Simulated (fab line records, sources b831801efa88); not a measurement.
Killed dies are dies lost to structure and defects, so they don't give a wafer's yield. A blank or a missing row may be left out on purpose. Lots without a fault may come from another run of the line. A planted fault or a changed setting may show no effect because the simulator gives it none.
Which tool did it? | flow sky130 | 6 lots, 18 wafers sampled, at 2 steps of a route of 708

WHAT THE GAUGES READ, wafer by wafer
SKY_VIA3_OVL_MEAS_13.
lot  | measured     | on         | VIA3_OVL (nm)
L691 | day 41 00:17 | overlay-02 | 4 5 -2
L693 | day 41 15:38 | overlay-01 | -13 -4 -2
L695 | day 42 05:04 | overlay-02 | -1 3 0
L699 | day 43 07:20 | overlay-01 | 2 2 3
L702 | day 44 01:14 | overlay-01 | -9 -3 -3
L708 | day 46 07:54 | overlay-02 | -5 -6 -1

WHICH TOOL RAN EACH LOT (tool, then ch and the chambers of the sampled wafers, then the start)
lot  | SKY_METAL2_ETCH_18
L691 | rie_metal-01 ch 0,1, day 36 14:08
L693 | rie_metal-04 ch 1, day 37 05:23
L695 | rie_metal-03 ch 0,1, day 37 20:01
L699 | rie_metal-01 ch 1, day 39 02:24
L702 | rie_metal-04 ch 1, day 39 21:57
L708 | rie_metal-03 ch 0,1, day 42 11:17
- SKY_METAL2_ETCH_18: etches BARC in N2/H2, stops on SiO2, time 45.9 s, target depth 60 nm.

THE ANSWER, worked out from the rows above alone
Rule: what is usual is taken from the lots themselves. Put in order of their means at a reading, lots are off if they are a third of the lots or fewer, leave a main group of 4 or more, and stand apart from it by a gap of 3 or more times the standard deviation of the main group's means; of several such gaps the widest counts. A main group whose means are all the same, to the digits that the tables above print for the reading, isn't used. A lot without any number at a reading at which 4 lots or more have one is off too. The other lots that the step has rows for count as sound.
No lot is off at any reading shown: from this, nothing can be told.

WHAT THE SIMULATOR HAD PUT IN
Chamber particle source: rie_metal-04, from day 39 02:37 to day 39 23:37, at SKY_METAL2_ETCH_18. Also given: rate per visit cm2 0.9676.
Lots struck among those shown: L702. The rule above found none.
